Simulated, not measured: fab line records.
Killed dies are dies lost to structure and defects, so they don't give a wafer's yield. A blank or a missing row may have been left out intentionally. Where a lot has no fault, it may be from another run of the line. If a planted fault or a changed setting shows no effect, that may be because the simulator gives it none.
fab line records | flow sky130
record: lots: 6 wafers: 18 last_day: 50
route steps=708 shown METAL4@623 PAD_OPEN@708
lots that met no fault: from a run of the same line without faults
start_h: hours from the record's opening day to when the first of the lot's shown wafers began | wait_h: hours elapsed since this lot's preceding step | " repeats the value in the row above | L1.1+2: one row covering several wafers at once | - no value present, or no start provided | * or withheld: withheld | < > ~ a bound
route shown NAME@n: names a module that has steps shown in the file, with the first one's number in the route | usual: the fault-free wafers' mean and standard deviation | same: alike in all rows | chamber/n: place in a boat | sites: each site's reading | _std_site: the standard deviation of these | _edge_site: inner sites' mean taken away from outer sites' mean | radius_mm: how far each site lies from the wafer's centre | mask NAME#n: copy n | behind: the most recent tool/chamber to have shaped the wafer | hold: cause of the lot's hold/its duration in hours/its outcome | device: which transistor (n, p or np) failed to switch | end of line: the route-end tests of the same wafers | a step without rows: its recipe alone | killed: count of dies lost to structure and defects at first sort (not the wafer's yield) | map: a wafer's dies, x killed, . not, _ none there
set.NAME: the setting the step ran with; set.NAME@STEP: the setting that earlier step ran with | model.NAME: the simulator's own value behind a step, which no gauge read
lots seen at some steps along the route; tables by step, rows by wafer
services: when a tool's chamber went out of use (start_h, in hours from the record's first day, below 0 if earlier), for how many hours, and the reason
== steps ==
step: SKY_METAL4_COAT_07
recipe: resist: BARC temp_c: withheld time_s: withheld spin_rpm: 3000 resist_thk_nm: 60
step: SKY_METAL4_COAT_08
recipe: resist: KrF-thick spin_rpm: 3000 resist_thk_nm: 1140
step: SKY_METAL4_SOFTBAKE_09
recipe: temp_c: 100 time_s: 90 resist: KrF-thick
step: SKY_METAL4_EXPOSE_10
recipe: mask_id: MM4 na: 0.68 source_shape: annular sigma_inner: 0.4 sigma_outer: 0.8 target_cd_nm: 300 dose_mj: 28
step: SKY_METAL4_PEB_11
recipe: peb_temp_c: withheld peb_time_s: withheld resist: KrF-thick
step: SKY_METAL4_DEVELOP_12
recipe: develop_time_s: 60 resist: KrF-thick dev_temp_c: 21
step: SKY_METAL4_CD_MEAS_13
recipe: target_cd_nm: 300
usual: cd_nm: 300.1/1.2
columns lot.wafer tool chamber start_h wait_h cd_nm
L106.1 cd_sem-01 - 995.78 - 299.8
L106.4 " - " " 300.9
L106.5 " - " " 298.6
L115.2 cd_sem-02 - 1054.88 - 299.3
L115.3 " - " " 299.7
L115.4 " - " " 300.9
L114.1 cd_sem-02 - 1057.49 - 300.5
L114.2 " - " " 300.7
L114.6 " - " " 301.1
L122.1 cd_sem-01 - 1092.88 - 301.9
L122.3 " - " " 300.6
L122.5 " - " " 301.8
L126.2 cd_sem-02 - 1111.21 - 299.8
L126.3 " - " " 300.8
L126.6 " - " " 300.4
L129.2 cd_sem-02 - 1120.66 - 299.7
L129.3 " - " " 301.0
L129.5 " - " " 298.6
step: SKY_METAL4_OVL_MEAS_14
usual: METAL4_OVL: 1/6.5
columns lot.wafer tool chamber start_h wait_h METAL4_OVL[nm]
L106.1 overlay-01 - 995.90 0.1 3
L106.4 " - " " 10
L106.5 " - " " 2
L115.2 overlay-02 - 1054.98 0.1 11
L115.3 " - " " 10
L115.4 " - " " 10
L114.1 overlay-02 - 1057.61 0.1 -4
L114.2 " - " " -1
L114.6 " - " " 1
L122.1 overlay-02 - 1093.00 0.1 -10
L122.3 " - " " -9
L122.5 " - " " -10
L126.2 overlay-01 - 1111.32 0.1 -7
L126.3 " - " " -4
L126.6 " - " " -2
L129.2 overlay-01 - 1120.77 0.1 10
L129.3 " - " " 2
L129.5 " - " " -1
step: SKY_METAL4_DESCUM_15
recipe: chemistry: O2 source_power_w: 150 bias_power_w: 0 pressure_mtorr: 10 temp_c: 40 time_s: 8
usual: drypump_motor_current_A: 5.6/0.35 oes_product_au: 1.000/0.011
columns lot.wafer tool chamber start_h wait_h drypump_motor_current_A oes_product_au rf_hours_counter_h
L106.1 rie_metal-04 1 995.93 0.0 5.7 0.978 3
L106.4 " 0 " " 5.9 0.988 -
L106.5 " 0 " " 5.9 0.986 -
L115.2 rie_metal-03 0 1055.01 0.0 5.9 0.992 7
L115.3 " 1 " " 5.6 1.000 -
L115.4 " 0 " " 5.9 1.003 -
L114.1 rie_metal-01 0 1057.65 0.0 5.9 1.006 8
L114.2 " 1 " " 5.0 1.018 15
L114.6 " 1 " " 5.0 1.011 -
L122.1 rie_metal-01 1 1093.04 0.0 4.9 1.013 18
L122.3 " 1 " " 4.9 1.012 -
L122.5 " 1 " " 5.0 1.019 -
L126.2 rie_metal-01 1 1111.35 0.0 4.9 1.008 20
L126.3 " 0 " " 5.9 1.007 -
L126.6 " 1 " " 4.9 1.024 -
L129.2 rie_metal-04 1 1120.80 0.0 5.7 0.999 11
L129.3 " 0 " " 5.9 0.990 -
L129.5 " 1 " " 5.7 0.985 -
step: SKY_METAL4_ETCH_16
recipe: chemistry: N2/H2 target: BARC ion_energy_ev: 200 bias_w: 100 pressure_mtorr: 30 n2_flow_sccm: 100 h2_flow_sccm: 200 icp_w: 500 stop_on: SiO2 time_s: 88.2 target_depth_a: 600
usual: drypump_motor_current_A: 5.6/0.35 n2_flow_sccm: 100.0/0.3 oes_product_au: 0.626/0.0045 throttle_valve_pct: 13.204/0.009
columns lot.wafer tool chamber start_h wait_h drypump_motor_current_A n2_flow_sccm oes_product_au rf_hours_counter_h throttle_valve_pct
L106.1 rie_metal-04 1 995.96 0.0 5.7 100.1 0.623 3 13.194
L106.4 " 0 " " 5.9 100.2 0.621 - 13.205
L106.5 " 0 " " 5.9 100.2 0.635 - 13.212
L115.2 rie_metal-03 0 1055.04 0.0 5.9 99.7 0.640 7 13.205
L115.3 " 1 " " 5.6 100.4 0.626 - 13.209
L115.4 " 0 " " 5.9 99.9 0.624 - 13.203
L114.1 rie_metal-01 0 1057.68 0.0 5.9 100.2 0.614 8 13.207
L114.2 " 1 " " 5.0 99.6 0.632 15 13.196
L114.6 " 1 " " 5.0 99.6 0.625 - 13.202
L122.1 rie_metal-01 1 1093.10 0.1 4.9 99.7 0.643 18 13.209
L122.3 " 1 " " 5.0 99.7 0.623 - 13.218
L122.5 " 1 " " 5.0 100.0 0.629 - 13.213
L126.2 rie_metal-01 1 1111.38 0.0 5.0 99.7 0.630 20 13.209
L126.3 " 0 " " 5.9 100.1 0.628 - 13.197
L126.6 " 1 " " 5.0 100.0 0.626 - 13.200
L129.2 rie_metal-04 1 1120.83 0.0 5.7 100.3 0.629 11 13.210
L129.3 " 0 " " 5.9 100.0 0.634 - 13.205
L129.5 " 1 " " 5.7 100.3 0.627 - 13.205
step: SKY_METAL4_ETCH_17
recipe: target: SiO2 stop_on: TiN chemistry: C4F8/O2/Ar source_w: 1500 bias_w: 1200 pressure_mtorr: 40 c4f8_flow_sccm: withheld O2_flow_sccm: 6 Ar_flow_sccm: 300 time_s: 3.9 target_depth_a: 150
usual: oes_product_au: 0.755/0.008
columns lot.wafer tool chamber start_h wait_h oes_product_au
L106.1 rie_diel-04 2 996.06 0.1 0.750
L106.4 " 1 " " 0.754
L106.5 " 2 " " 0.759
L115.2 rie_diel-02 1 1055.14 0.1 0.746
L115.3 " 0 " " 0.753
L115.4 " 0 " " 0.751
L114.1 rie_diel-04 1 1057.78 0.1 0.750
L114.2 " 3 " " 0.757
L114.6 " 0 " " 0.747
L122.1 rie_diel-04 2 1093.30 0.2 0.754
L122.3 " 1 " " 0.754
L122.5 " 2 " " 0.771
L126.2 rie_diel-02 0 1111.48 0.1 0.744
L126.3 " 2 " " 0.746
L126.6 " 3 " " 0.739
L129.2 rie_diel-02 0 1120.93 0.1 0.742
L129.3 " 2 " " 0.750
L129.5 " 0 " " 0.758
step: SKY_METAL4_METAL_ETCH_18
recipe: target_depth_a: 8450 stop_on: SiO2 over_etch_frac: 0.3 time_s: 183.1 chemistry: Cl2/BCl3 resist_sidewall_deg: 88 pressure_mtorr: 10 icp_w: 900 bias_w: 48.5 Cl2_flow_sccm: 60 bcl3_flow_sccm: 30
usual: drypump_motor_current_A: 5.6/0.39 oes_product_au: 0.868/0.0065 throttle_valve_pct: 22.263/0.0093
columns lot.wafer tool chamber start_h wait_h drypump_motor_current_A oes_product_au rf_hours_counter_h throttle_valve_pct
L106.1 rie_metal-01 0 996.08 0.0 5.9 0.860 4 22.269
L106.4 " 0 " " 5.9 0.856 - 22.260
L106.5 " 1 " " 5.0 0.868 - 22.272
L115.2 rie_metal-01 0 1055.16 0.0 5.9 0.868 7 22.238
L115.3 " 0 " " 5.9 0.864 - 22.270
L115.4 " 1 " " 4.9 0.869 - 22.256
L114.1 rie_metal-03 1 1057.80 0.0 5.6 0.873 14 22.263
L114.2 " 0 " " 5.9 0.872 8 22.263
L114.6 " 1 " " 5.6 0.871 - 22.234
L122.1 rie_metal-03 0 1093.32 0.0 5.9 0.864 10 22.240
L122.3 " 1 " " 5.6 0.859 - 22.263
L122.5 " 1 " " 5.6 0.859 - 22.262
L126.2 rie_metal-03 0 1111.50 0.0 5.9 0.875 11 22.236
L126.3 " 1 " " 5.6 0.865 - 22.269
L126.6 " 1 " " 5.6 0.878 - 22.279
L129.2 rie_metal-01 1 1120.95 0.0 5.0 0.864 21 22.263
L129.3 " 0 " " 5.9 0.863 - 22.272
L129.5 " 0 " " 5.9 0.865 - 22.263
step: SKY_METAL4_STRIP_19
recipe: chemistry: O2/N2 power_w: 1400 pressure_mtorr: 1500 platen_temp_c: withheld o2_flow_sccm: 3000 n2_flow_sccm: 300 overash_fraction: 0.5
usual: chamber_pressure_mTorr: 1499.8/1.4 drypump_motor_current_A: 5.9/0.45 n2_flow_sccm: 299.8/0.84 oes_product_au: 0.501/0.0051 strip_time_to_endpoint_s: 6.50/0.078
columns lot.wafer tool chamber start_h wait_h chamber_pressure_mTorr drypump_motor_current_A n2_flow_sccm oes_product_au rf_hours_counter_h strip_time_to_endpoint_s model.KrF-thick_of_METAL4_COAT_08.thk_nm
L106.1 plasma_asher-03 1 996.26 0.1 1499.1 5.6 299.2 0.498 51 6.52 0
L106.4 " 1 " " 1498.5 5.6 299.1 0.502 - 6.57 0
L106.5 " 0 " " 1501.2 6.0 299.4 0.500 - 6.59 0
L115.2 plasma_asher-03 1 1055.34 0.1 - - - - - - 510.4
L115.3 " 1 " " - - - - - - 512.2
L115.4 " 0 " " - - - - - - 510.3
L114.1 plasma_asher-04 0 1057.98 0.1 - - - - - - 532.4
L114.2 " 1 " " - - - - - - 525.2
L114.6 " 0 " " - - - - - - 528.8
L122.1 plasma_asher-04 0 1093.49 0.1 1500.2 6.6 299.0 0.493 93 6.48 0
L122.3 " 0 " " 1499.1 6.6 299.8 0.500 - 6.45 0
L122.5 " 1 " " 1502.3 5.4 298.0 0.492 - 6.42 0
L126.2 plasma_asher-03 1 1111.74 0.2 1499.0 5.6 299.6 0.506 63 6.47 0
L126.3 " 1 " " 1498.2 5.6 300.5 0.497 - 6.52 0
L126.6 " 1 " " 1500.3 5.6 299.8 0.502 - 6.56 0
L129.2 plasma_asher-01 1 1121.13 0.1 1500.1 5.9 300.6 0.501 7 6.41 0
L129.3 " 1 " " 1499.3 5.9 300.1 0.502 - 6.44 0
L129.5 " 1 " " 1501.3 5.9 301.1 0.499 - 6.51 0
step: SKY_METAL4_STRIP_20
recipe: chemistry: post_etch_residue_remover time_s: 1200 temp_c: 72.5
step: SKY_PAD_OPEN_PROBE_99
usual: defect_limited_yield: 82.5/2 killed_at_M0_to_M3: 44/7.7 killed_at_M4_up: 3.0/1.9 killed_at_contacts: 25/5.6 killed_at_front_end: 15/4.6 killed_at_other: 0.3/0.47 killed_dies: 86/9.9 killed_on_rim: 17/3.6 killed_open: 47/7.4 killed_short: 39/5.9 sort_bin_3_pad_short: 0.8/0.37 sort_bin_5_function: 10.4/1.5 sort_bin_6_memory: 6.3/1 sort_n_pass: 406/9.9 sort_yield_pct: 82.5/2
same: gross_dies: 492 killed_at_back_side: 0 sort_bin_4_leakage[%]: 0 sort_bin_8_speed[%]: 0
columns lot.wafer tool chamber start_h wait_h hold defect_limited_yield[%] killed_at_M0_to_M3 killed_at_M4_up killed_at_contacts killed_at_front_end killed_at_other killed_dies killed_on_rim killed_open killed_short sort_bin_3_pad_short[%] sort_bin_5_function[%] sort_bin_6_memory[%] sort_n_pass sort_yield_pct[%]
L106.1 prober-02 - 1091.85 0.1 - 82.7 42 2 27 14 0 85 17 53 32 0.8 10.6 5.9 407 82.7
L106.4 prober-02 - 1092.00 0.2 - 83.3 40 2 26 14 0 82 23 46 36 0.6 9.8 6.3 410 83.3
L106.5 prober-02 - 1092.05 0.2 - 79.5 48 2 30 21 0 101 19 47 54 1.0 11.8 7.7 391 79.5
L115.2 prober-02 - 1144.01 0.1 await_dispo/5.1h/scrap 0 42 417 19 13 1 492 96 45 32 1.4 92.9 5.7 0 0
L115.3 prober-02 - 1144.06 0.2 await_dispo/5.1h/scrap 0 52 405 15 20 0 492 96 59 30 1.2 93.7 5.1 0 0
L115.4 prober-02 - 1144.11 0.2 await_dispo/5.1h/scrap 0 40 422 14 15 1 492 96 41 32 0.4 93.5 6.1 0 0
L114.1 prober-01 - 1144.78 0.1 await_dispo/2.3h/scrap 0 38 418 18 18 0 492 96 42 36 1.6 92.5 5.9 0 0
L114.2 prober-01 - 1144.83 0.1 await_dispo/2.3h/scrap 0 42 411 19 19 1 492 96 39 45 1.0 91.7 7.3 0 0
L114.6 prober-01 - 1145.03 0.2 await_dispo/2.3h/scrap 0 57 389 29 17 0 492 96 61 44 0.8 91.5 7.7 0 0
L122.1 prober-02 - 1176.43 0.1 - 84.8 41 1 20 13 0 75 10 37 38 0.8 8.9 5.5 417 84.8
L122.3 prober-02 - 1176.53 0.2 - 83.3 44 2 19 17 0 82 13 42 40 0.6 9.3 6.7 410 83.3
L122.5 prober-02 - 1176.63 0.2 - 83.9 33 0 32 14 0 79 16 41 38 1.0 8.7 6.3 413 83.9
L126.2 prober-02 - 1189.96 0.1 - 81.7 39 2 36 13 0 90 24 43 47 0.8 10.6 6.9 402 81.7
L126.3 prober-02 - 1190.01 0.2 - 81.5 43 4 22 22 0 91 16 51 40 1.4 10.2 6.9 401 81.5
L126.6 prober-02 - 1190.16 0.2 - 83.5 36 5 27 12 1 81 14 38 43 0.6 10.0 5.9 411 83.5
L129.2 prober-01 - 1197.62 0.1 - 82.3 39 4 26 18 0 87 13 43 44 2.0 9.3 6.3 405 82.3
L129.3 prober-01 - 1197.67 0.2 - 82.9 46 1 16 20 1 84 22 41 43 0.8 9.6 6.7 408 82.9
L129.5 prober-01 - 1197.77 0.2 - 84.8 37 3 16 19 0 75 17 39 36 0.4 8.7 6.1 417 84.8
killed by level:class
L106.1 VIA1:geometric_particle:open=18 LI_CONTACT:geometric_particle:open=12 CONTACT:geometric_particle:open=6 FIELD_ISO:geometric_particle:open=5 CONTACT:geometric_particle:short=5 VIA1:geometric_particle:short=5 METAL3:geometric_particle:short=5 METAL2:geometric_particle:short=4
L106.4 VIA1:geometric_particle:open=12 VIA1:geometric_particle:short=9 LI_CONTACT:geometric_particle:open=8 CONTACT:geometric_particle:open=8 VIA3:geometric_particle:open=6 FIELD_ISO:geometric_particle:short=5 FIELD_ISO:geometric_particle:open=4 CONTACT:geometric_particle:short=4
L106.5 VIA1:geometric_particle:open=12 VIA1:geometric_particle:short=11 LI_CONTACT:geometric_particle:open=8 CONTACT:geometric_particle:open=8 VIA3:geometric_particle:open=7 METAL2:geometric_particle:short=7 FIELD_ISO:geometric_particle:open=6 FIELD_ISO:geometric_particle:short=6
L115.2 VIA4:area_hdpcvd=415 VIA1:geometric_particle:open=14 METAL2:geometric_particle:short=6 CONTACT:geometric_particle:open=5 VIA3:geometric_particle:open=5 FIELD_ISO:geometric_particle:short=4 LI_CONTACT:geometric_particle:open=4 LOCAL_INTERCONNECT:geometric_particle:short=4
L115.3 VIA4:area_hdpcvd=403 VIA1:geometric_particle:open=15 FIELD_ISO:geometric_particle:open=12 VIA2:geometric_particle:open=8 VIA3:geometric_particle:open=8 LI_CONTACT:geometric_particle:open=5 METAL1:geometric_particle:short=5 VIA1:geometric_particle:short=5
L115.4 VIA4:area_hdpcvd=419 VIA1:geometric_particle:open=14 CONTACT:geometric_particle:open=7 FIELD_ISO:geometric_particle:open=4 POLY_GATE:geometric_particle:open=4 VIA3:geometric_particle:open=4 METAL2:geometric_particle:short=4 POLY_GATE:geometric_particle:short=3
L114.1 VIA4:area_hdpcvd=414 VIA2:geometric_particle:open=10 FIELD_ISO:geometric_particle:open=7 VIA1:geometric_particle:open=7 LOCAL_INTERCONNECT:geometric_particle:short=6 METAL1:geometric_particle:short=6 POLY_GATE:geometric_particle:open=5 VIA3:geometric_particle:short=5
L114.2 VIA4:area_hdpcvd=408 VIA1:geometric_particle:open=10 METAL1:geometric_particle:short=8 POLY_GATE:geometric_particle:short=7 CONTACT:geometric_particle:open=7 METAL2:geometric_particle:short=6 FIELD_ISO:geometric_particle:short=5 LI_CONTACT:geometric_particle:open=5
L114.6 VIA4:area_hdpcvd=387 VIA1:geometric_particle:open=20 LI_CONTACT:geometric_particle:open=11 VIA2:geometric_particle:open=9 METAL1:geometric_particle:short=7 VIA3:geometric_particle:open=7 CONTACT:geometric_particle:open=6 LI_CONTACT:geometric_particle:short=6
L122.1 VIA1:geometric_particle:open=9 METAL1:geometric_particle:short=8 CONTACT:geometric_particle:open=7 FIELD_ISO:geometric_particle:short=6 POLY_GATE:geometric_particle:short=5 METAL1:geometric_particle:open=5 LI_CONTACT:geometric_particle:open=4 CONTACT:geometric_particle:short=4
L122.3 VIA2:geometric_particle:open=9 FIELD_ISO:geometric_particle:open=8 VIA1:geometric_particle:short=6 VIA1:geometric_particle:open=6 FIELD_ISO:geometric_particle:short=5 LI_CONTACT:geometric_particle:open=5 LOCAL_INTERCONNECT:geometric_particle:short=5 VIA3:geometric_particle:open=5
L122.5 CONTACT:geometric_particle:open=12 VIA2:geometric_particle:open=9 LI_CONTACT:geometric_particle:open=8 VIA1:geometric_particle:open=6 FIELD_ISO:geometric_particle:short=5 LOCAL_INTERCONNECT:geometric_particle:short=5 VIA3:geometric_particle:open=4 CONTACT:geometric_particle:short=4
L126.2 CONTACT:geometric_particle:open=12 CONTACT:geometric_particle:short=9 VIA2:geometric_particle:open=7 LI_CONTACT:geometric_particle:open=6 VIA3:geometric_particle:open=6 FIELD_ISO:geometric_particle:short=5 LOCAL_INTERCONNECT:geometric_particle:short=5 VIA1:geometric_particle:open=5
L126.3 VIA1:geometric_particle:open=11 FIELD_ISO:geometric_particle:open=7 VIA2:geometric_particle:open=7 CONTACT:geometric_particle:open=6 LI_CONTACT:geometric_particle:open=6 POLY_GATE:geometric_particle:open=5 CONTACT:geometric_particle:short=5 VIA3:geometric_particle:open=5
L126.6 CONTACT:geometric_particle:open=9 METAL1:geometric_particle:short=6 LI_CONTACT:geometric_particle:open=5 CONTACT:geometric_particle:short=5 VIA2:geometric_particle:open=5 METAL4:geometric_particle:short=5 VIA3:geometric_particle:open=4 LI_CONTACT:geometric_particle:short=4
L129.2 VIA1:geometric_particle:open=11 LI_CONTACT:geometric_particle:open=9 FIELD_ISO:geometric_particle:short=8 CONTACT:geometric_particle:open=6 VIA1:geometric_particle:short=6 POLY_GATE:geometric_particle:open=5 VIA3:geometric_particle:open=5 LI_CONTACT:geometric_particle:short=5
L129.3 VIA1:geometric_particle:open=12 POLY_GATE:geometric_particle:short=7 VIA3:geometric_particle:open=7 FIELD_ISO:geometric_particle:short=5 CONTACT:geometric_particle:open=5 VIA2:geometric_particle:open=5 LI_CONTACT:geometric_particle:short=4 VIA1:geometric_particle:short=4
L129.5 METAL2:geometric_particle:short=7 VIA2:geometric_particle:open=7 LI_CONTACT:geometric_particle:open=6 POLY_GATE:geometric_particle:open=5 POLY_GATE:geometric_particle:short=5 VIA1:geometric_particle:open=5 VIA3:geometric_particle:open=5 CONTACT:geometric_particle:open=4
map L114.1 (x killed, . not)
__________xxxxxxxxxx_________
________xxxxxxxxxxxxxx_______
______xxxxxxxxxxxxxxxxxx_____
_____xxxxxxxxxxxxxxxxxxxx____
____xxxxxxxxxxxxxxxxxxxxxx___
___xxxxxxxxxxxxxxxxxxxxxxxx__
__xxxxxxxxxxxxxxxxxxxxxxxxxx_
_xxxxxxxxxxxxxxxxxxxxxxxxxxxx
_xxxxxxxxxxxxxxxxxxxxxxxxxxxx
_xxxxxxxxxxxxxxxxxxxxxxxxxxxx
_xxxxxxxxxxxxxxxxxxxxxxxxxxxx
_xxxxxxxxxxxxxxxxxxxxxxxxxxxx
_xxxxxxxxxxxxxxxxxxxxxxxxxxxx
_xxxxxxxxxxxxxxxxxxxxxxxxxxxx
_xxxxxxxxxxxxxxxxxxxxxxxxxxxx
__xxxxxxxxxxxxxxxxxxxxxxxxxx_
___xxxxxxxxxxxxxxxxxxxxxxxx__
____xxxxxxxxxxxxxxxxxxxxxx___
_____xxxxxxxxxxxxxxxxxxxx____
______xxxxxxxxxxxxxxxxxx_____
________xxxxxxxxxxxxxx_______
__________xxxxxxxxxx_________
map L115.2 (x killed, . not)
__________xxxxxxxxxx_________
________xxxxxxxxxxxxxx_______
______xxxxxxxxxxxxxxxxxx_____
_____xxxxxxxxxxxxxxxxxxxx____
____xxxxxxxxxxxxxxxxxxxxxx___
___xxxxxxxxxxxxxxxxxxxxxxxx__
__xxxxxxxxxxxxxxxxxxxxxxxxxx_
_xxxxxxxxxxxxxxxxxxxxxxxxxxxx
_xxxxxxxxxxxxxxxxxxxxxxxxxxxx
_xxxxxxxxxxxxxxxxxxxxxxxxxxxx
_xxxxxxxxxxxxxxxxxxxxxxxxxxxx
_xxxxxxxxxxxxxxxxxxxxxxxxxxxx
_xxxxxxxxxxxxxxxxxxxxxxxxxxxx
_xxxxxxxxxxxxxxxxxxxxxxxxxxxx
_xxxxxxxxxxxxxxxxxxxxxxxxxxxx
__xxxxxxxxxxxxxxxxxxxxxxxxxx_
___xxxxxxxxxxxxxxxxxxxxxxxx__
____xxxxxxxxxxxxxxxxxxxxxx___
_____xxxxxxxxxxxxxxxxxxxx____
______xxxxxxxxxxxxxxxxxx_____
________xxxxxxxxxxxxxx_______
__________xxxxxxxxxx_________
== services ==
columns tool chamber start_h hours kind
rie_diel-02 2 975.10 19.8 repair
rie_diel-02 - 976.94 0.6 repair
plasma_asher-04 - 1020.08 2.3 repair
rie_diel-02 2 1022.33 3.2 repair
rie_diel-04 3 1026.41 3.1 repair
rie_diel-04 - 1028.07 0.6 repair
rie_metal-03 - 1035.85 1.5 repair
rie_diel-02 1 1037.27 9.3 repair
rie_diel-04 3 1039.84 3.2 repair
rie_diel-04 2 1045.67 1.2 repair
rie_diel-02 0 1047.60 3.3 repair
rie_metal-04 1 1048.71 2.9 repair
rie_diel-02 2 1053.83 2.4 repair
plasma_asher-01 - 1055.25 9.0 pm
plasma_asher-01 0 1055.25 9.0 vent_cycle
rie_diel-04 - 1056.54 0.3 repair
plasma_asher-04 - 1068.54 0.9 repair
rie_metal-01 0 1069.70 25.1 repair
rie_diel-04 - 1078.19 2.8 pm
rie_diel-02 - 1101.00 0.4 repair
plasma_asher-04 - 1109.04 1.8 repair
rie_diel-04 - 1109.71 0.4 repair
rie_metal-01 0 1115.47 4.7 repair
rie_diel-02 3 1120.39 3.5 repair
== key ==
first_sign: step: SKY_METAL4_STRIP_19 reading: tool_record direction: missing
effect: step: SKY_PAD_OPEN_PROBE_99 reading: killed_at_M4_up direction: up sigmas: 99+ usual: 3.0 struck: 410.3
model_effect: step: SKY_METAL4_STRIP_19 value: KrF-thick_of_METAL4_COAT_08.thk_nm without: 0 struck: 519.9
more_kills_born_at: SKY_VIA4_HDPCVD_00@hdpcvd-01: 1237 SKY_VIA4_HDPCVD_00@hdpcvd-02: 1209
met_at SKY_METAL4_STRIP_19
struck_wafers L114.1,L114.2,L114.6,L115.2,L115.3,L115.4
later_rows_left_out L114.1,L114.2,L114.6,L115.2,L115.3,L115.4
onset_between 996.26 1055.34
fault: kind: skipped_step_whole tool: plasma_asher-03,plasma_asher-04 chamber: - onset_h: 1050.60 steps: SKY_METAL4_STRIP_19 scope: struck_lots_only
later_rows_left_out: the simulator's readings of these wafers behind a module that went badly wrong aren't trusted and aren't shown, but for the sort
